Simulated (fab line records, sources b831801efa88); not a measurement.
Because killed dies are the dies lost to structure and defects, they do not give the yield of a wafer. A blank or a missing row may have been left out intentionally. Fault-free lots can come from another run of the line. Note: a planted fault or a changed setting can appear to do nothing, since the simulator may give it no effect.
Which tool is to blame?	flow gf180mcu	6 lots, 18 wafers sampled, at 3 steps of a route of 602

== WHAT THE GAUGES SHOWED, per wafer ==
GF_PSD_TW_MEAS_11.
lot	measured	on	PSD_TW
L970	day 14 09:04	filmMetro-04	3101 3120 3113
L978	day 17 07:52	filmMetro-04	3126 3130 3125
L980	day 18 15:46	filmMetro-04	3127 3106 3110
L984	day 19 22:59	filmMetro-01	3150 3163 3162
L991	day 21 20:59	filmMetro-02	3172 3159 3151

== TOOL THAT RAN EACH LOT (tool first, then ch and the chambers of the sampled wafers, then the start) ==
lot	GF_STI_ETCH_13	GF_STI_STRIP_15
L970	rieDiel-04 ch 0,1, day 2 06:17	plasmaAsher-01 ch 0,1, day 2 06:26
L978	rieDiel-03 ch 0,3, day 3 22:56	plasmaAsher-02 ch 0,1, day 3 23:07
L980	rieDiel-03 ch 0,2, day 4 10:11	plasmaAsher-03 ch 0,1, day 4 10:20
L984	rieDiel-03 ch 0,2,3, day 5 10:05	plasmaAsher-03 ch 0,1, day 5 10:14
L986	rieDiel-03 ch 0,2, day 5 23:20	plasmaAsher-03 ch 0,1, day 5 23:31
L991	rieDiel-04 ch 0,1,2, day 6 19:49	plasmaAsher-02 ch 0,1, day 6 20:00
- GF_STI_ETCH_13: etches the open film in CHF3/O2, stops on Si, target depth 282.31 nm, time 112.9 s.
- GF_STI_STRIP_15: strips in O2/N2.

== THE ANSWER, worked out from the rows above alone ==
Rule: usual is defined by the lots themselves. Put in order of their means at a reading, lots are off if they are a third of the lots or fewer, leave a main group of 4 or more, and stand apart from it by a gap of 3 or more times the standard deviation of the main group's means; of several such gaps the widest counts. Not used: any main group whose means are identical at the precision the tables above print for the reading. A lot without any number at a reading at which 4 lots or more have one is off too. Any other lot the step has rows for is counted as sound.
Across all readings shown, no lot is off: no conclusion can be drawn from this.

== WHAT THE SIMULATOR PUT IN ==
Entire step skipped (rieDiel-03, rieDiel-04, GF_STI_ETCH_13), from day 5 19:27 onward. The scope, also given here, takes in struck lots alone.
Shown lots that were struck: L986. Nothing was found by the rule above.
